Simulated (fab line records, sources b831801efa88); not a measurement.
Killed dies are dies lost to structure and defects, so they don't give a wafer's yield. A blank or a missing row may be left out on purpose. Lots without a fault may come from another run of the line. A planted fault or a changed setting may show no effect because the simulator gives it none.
fab line records | flow sky130
record lots=14 wafers=42 last_day=50
route steps=708 shown VIA1@482 PAD_OPEN@708
lots that met no fault: from a run of the same line without faults
start_h: hours from the record's first day to the start of the lot's first wafer shown | wait_h: hours since the lot's step before | " the same as in the row above | L1.1+2: a row that stands for several wafers | - no value, or no start given | * or withheld: withheld | < > ~ a bound
route shown NAME@n: a module of which the file shows steps, and the number in the route of the first | usual: mean/standard deviation of fault-free wafers | same: alike in all rows | chamber/n: place in a boat | sites: the reading at each site | _std_site: their standard deviation | _edge_site: outer sites' mean less inner sites' | radius_mm: how far each site lies from the wafer's centre | mask NAME#n: copy n | behind: the tool/chamber that last shaped the wafer | hold: why the lot was held/for how many hours/how that ended | device: the transistor (n, p or np) that didn't switch | end of line: the same wafers' tests at the end of the route | a step without rows: its recipe alone | killed: dies lost to structure and defects at the first sort, not the wafer's yield | map: a wafer's dies, x killed, . not, _ none there
set.NAME: the setting as run; set.NAME@STEP: as run at that earlier step | model.NAME: the simulator's own value behind a step, which no gauge read
steps of the route over a sample of lots; a table a step, a row a wafer
services: from which hour (start_h, from the record's first day; less than 0 if before it) a tool's chamber was out of use, for how many hours, and why
## steps
# step SKY_VIA1_CMP_24
# recipe stop_on=SiO2 t_overpolish_s=15 down_force_psi=3.5 platen_rpm=60 target_thk_nm=0 pad_velocity_m_s=0.94248
# usual motor_current_A=10.8/1.4 overpolish_run_s=15.000/0.009 platen_rpm=60.00/0.036 time_to_endpoint_s=65.2/2.7
# columns lot.wafer tool chamber start_h wait_h motor_current_A overpolish_run_s platen_rpm time_to_endpoint_s
L477.1 cmp-02 1 786.10 0.3 10.1 14.984 59.96 70.3
L477.5 " 2 " " 10.9 15.007 60.01 65.3
L477.6 " 3 " " 11.3 14.984 59.94 69.9
L478.4 cmp-01 3 788.88 0.1 9.8 15.020 60.04 66.6
L478.2 " 1 " " 11.5 15.007 60.00 65.5
L478.6 " 3 " " 10.4 14.995 59.99 66.8
L483.4 cmp-01 1 837.74 0.1 12.1 15.009 59.99 66.0
L483.3 " 2 " " 10.1 14.998 60.00 60.2
L483.5 " 3 " " 10.5 14.987 59.99 64.5
L487.2 cmp-02 3 868.45 0.0 11.4 15.000 60.05 36.1
L487.3 " 0 " " 13.2 14.990 59.93 65.0
L487.1 " 2 " " 10.3 15.013 60.05 36.2
L488.2 cmp-02 2 875.33 0.1 11.3 14.998 60.00 38.5
L488.4 " 3 " " 11.0 14.982 59.94 62.0
L488.6 " 0 " " 12.9 14.999 59.98 64.7
L491.4 cmp-01 1 901.32 0.0 11.9 15.000 59.98 68.7
L491.2 " 0 " " 8.8 14.992 59.98 70.7
L491.5 " 2 " " 10.0 15.007 59.94 63.9
L490.3 cmp-01 1 903.39 0.1 11.5 15.003 59.95 66.3
L490.1 " 3 " " 10.0 14.982 60.02 64.0
L490.5 " 0 " " 8.6 15.008 60.05 66.3
L492.4 cmp-01 1 908.56 0.1 12.0 15.003 60.07 67.7
L492.2 " 2 " " 9.9 15.000 60.00 66.8
L492.6 " 0 " " 8.5 14.996 60.05 71.8
L495.4 cmp-02 0 933.47 0.1 13.7 15.006 59.95 66.8
L495.2 " 1 " " 10.3 15.005 59.99 66.7
L495.5 " 2 " " 11.0 15.001 60.03 65.8
L496.3 cmp-02 1 935.34 0.2 10.5 14.998 60.04 63.7
L496.2 " 3 " " 11.1 14.986 59.98 63.4
L496.6 " 1 " " 10.5 15.005 60.04 60.7
L497.2 cmp-01 3 942.37 0.0 10.4 15.008 59.97 62.1
L497.3 " 0 " " 8.7 15.008 59.99 65.7
L497.5 " 0 " " 8.5 15.008 59.96 67.1
L498.3 cmp-01 1 950.02 0.1 12.2 14.981 60.00 66.1
L498.1 " 2 " " 10.0 14.994 60.00 60.2
L498.5 " 0 " " 8.7 15.008 59.99 68.8
L499.3 cmp-02 0 958.97 0.0 13.2 14.985 60.05 59.1
L499.2 " 1 " " 10.3 15.004 60.04 63.8
L499.5 " 0 " " 12.6 14.994 60.05 62.1
L500.4 cmp-02 2 962.59 0.2 11.0 14.993 60.07 62.6
L500.2 " 0 " " 12.9 15.015 60.04 65.3
L500.5 " 1 " " 9.8 14.989 60.00 62.4
# step SKY_PAD_OPEN_PROBE_99
# usual defect_limited_yield=82.2/1.9 killed_at_M0_to_M3=45/7.3 killed_at_M4_up=3.1/1.7 killed_at_contacts=25/5.1 killed_at_front_end=15/4.5 killed_at_other=0.3/0.56 killed_dies=88/9.4 killed_open=47/6.6 killed_short=40/6.9 sort_bin_3_pad_short=0.9/0.46 sort_bin_5_function=10.5/1.5 sort_bin_6_memory=6.4/1.1 sort_n_pass=404/9.4 sort_yield_pct=82.2/1.9
# same gross_dies=492 killed_at_back_side=0 sort_bin_4_leakage[%]=0 sort_bin_8_speed[%]=0
# columns lot.wafer tool chamber start_h wait_h defect_limited_yield[%] killed_at_M0_to_M3 killed_at_M4_up killed_at_contacts killed_at_front_end killed_at_other killed_dies killed_open killed_short sort_bin_3_pad_short[%] sort_bin_5_function[%] sort_bin_6_memory[%] sort_n_pass sort_yield_pct[%]
L491.2 prober-02 - 1157.62 0.1 80.1 58 5 25 10 0 98 51 47 0.6 10.2 9.1 394 80.1
L491.4 prober-02 - 1157.72 0.2 84.8 51 2 13 7 2 75 32 41 0.6 10.4 4.3 417 84.8
L491.5 prober-02 - 1157.77 0.2 83.5 44 5 23 9 0 81 50 31 0.6 10.0 5.9 411 83.5
L490.1 prober-01 - 1157.85 0.1 81.7 50 2 21 17 0 90 55 35 0.2 10.4 7.7 402 81.7
L492.2 prober-02 - 1163.66 0.1 85.0 35 3 21 15 0 74 40 34 1.4 7.5 6.1 418 85.0
L492.4 prober-02 - 1163.76 0.2 82.5 46 3 19 18 0 86 41 45 0.6 10.6 6.3 406 82.5
L492.6 prober-02 - 1163.86 0.2 80.5 53 2 32 9 0 96 43 53 1.0 12.4 6.1 396 80.5
L496.2 prober-02 - 1181.22 0.1 80.9 46 7 25 16 0 94 52 42 1.0 12.6 5.5 398 80.9
L496.3 prober-02 - 1181.27 0.2 81.3 49 2 21 20 0 92 49 43 0.6 10.6 7.5 400 81.3
L496.6 prober-02 - 1181.42 0.2 85.4 39 1 20 11 1 72 44 28 0.8 7.1 6.7 420 85.4
# killed by level:class
L491.2 VIA2:geometric_particle:open=12 VIA1:geometric_particle:open=11 LOCAL_INTERCONNECT:geometric_particle:short=8 METAL1:geometric_particle:short=6 METAL2:geometric_particle:short=6 LI_CONTACT:geometric_particle:open=5 CONTACT:geometric_particle:open=5 VIA3:geometric_particle:short=5
L491.4 METAL1:geometric_particle:short=10 VIA2:geometric_particle:open=9 VIA1:geometric_particle:open=7 CONTACT:geometric_particle:short=6 METAL2:geometric_particle:short=5 VIA3:geometric_particle:open=5 VIA2:geometric_particle:short=5 CONTACT:geometric_particle:open=4
L491.5 CONTACT:geometric_particle:open=10 LI_CONTACT:geometric_particle:open=8 VIA1:geometric_particle:open=8 VIA2:geometric_particle:open=8 METAL1:geometric_particle:short=5 VIA1:geometric_particle:short=5 POLY_GATE:geometric_particle:open=4 METAL2:geometric_particle:short=4
L490.1 VIA1:geometric_particle:open=13 VIA1:geometric_particle:short=12 CONTACT:geometric_particle:open=7 VIA2:geometric_particle:open=7 VIA3:geometric_particle:open=7 POLY_GATE:geometric_particle:open=5 LI_CONTACT:geometric_particle:open=5 METAL1:geometric_particle:short=5
L492.2 LI_CONTACT:geometric_particle:open=8 VIA1:geometric_particle:open=7 VIA2:geometric_particle:open=7 CONTACT:geometric_particle:short=6 POLY_GATE:geometric_particle:open=5 POLY_GATE:geometric_particle:short=4 CONTACT:geometric_particle:open=4 METAL2:geometric_particle:short=4
L492.4 METAL1:geometric_particle:short=9 VIA1:geometric_particle:open=8 METAL2:geometric_particle:short=8 LI_CONTACT:geometric_particle:open=6 VIA1:geometric_particle:short=6 FIELD_ISO:geometric_particle:open=5 CONTACT:geometric_particle:open=5 POLY_GATE:geometric_particle:open=4
L492.6 METAL1:geometric_particle:short=16 CONTACT:geometric_particle:open=10 VIA1:geometric_particle:open=10 LI_CONTACT:geometric_particle:open=8 CONTACT:geometric_particle:short=5 METAL3:geometric_particle:short=5 LI_CONTACT:geometric_particle:short=5 METAL2:geometric_particle:short=5
L496.2 VIA1:geometric_particle:open=10 VIA3:geometric_particle:open=10 CONTACT:geometric_particle:open=9 CONTACT:geometric_particle:short=7 FIELD_ISO:geometric_particle:open=6 LI_CONTACT:geometric_particle:open=5 VIA1:geometric_particle:short=5 METAL2:geometric_particle:short=5
L496.3 VIA1:geometric_particle:open=10 VIA2:geometric_particle:open=9 METAL2:geometric_particle:short=8 LI_CONTACT:geometric_particle:open=7 VIA3:geometric_particle:open=6 CONTACT:geometric_particle:open=6 FIELD_ISO:geometric_particle:open=5 FIELD_ISO:geometric_particle:short=5
L496.6 VIA1:geometric_particle:open=11 CONTACT:geometric_particle:open=8 VIA3:geometric_particle:open=7 VIA2:geometric_particle:open=7 CONTACT:geometric_particle:short=6 POLY_GATE:geometric_particle:short=4 VIA3:geometric_particle:short=4 FIELD_ISO:geometric_particle:open=3
## services
# columns tool chamber start_h hours kind
cmp-02 - 766.34 6.1 repair
cmp-02 - 775.04 4.1 repair
cmp-02 - 779.14 6.8 pm
cmp-01 - 795.19 0.7 repair
cmp-01 - 795.73 1.3 repair
cmp-02 - 900.61 0.4 repair
cmp-02 - 905.78 0.4 repair
cmp-01 - 911.84 3.5 repair
cmp-01 - 915.38 4.0 pm
cmp-01 - 919.38 - consumable_replace:conditioner
cmp-01 - 919.38 - consumable_replace:pad
cmp-01 - 923.43 2.0 repair
cmp-01 - 925.44 12.0 pm
cmp-02 - 942.89 0.4 repair
cmp-01 - 957.73 1.6 repair
cmp-01 - 959.40 9.4 pm
## key
first_sign step=SKY_VIA1_CMP_24 reading=time_to_endpoint_s direction=down sigmas=11 usual=* struck=*
effect none on later readings
met_at SKY_VIA1_CMP_24
struck_lots L487,L488
struck_wafers L487.1,L487.2,L488.2
onset_between 786.10 868.45
fault kind=process_parameter_drift tool=cmp-02 chamber=- onset_h=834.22 steps=SKY_VIA1_CMP_24 channel=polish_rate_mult offset=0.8 shape=step end_h=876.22 scope=struck_wafers_only
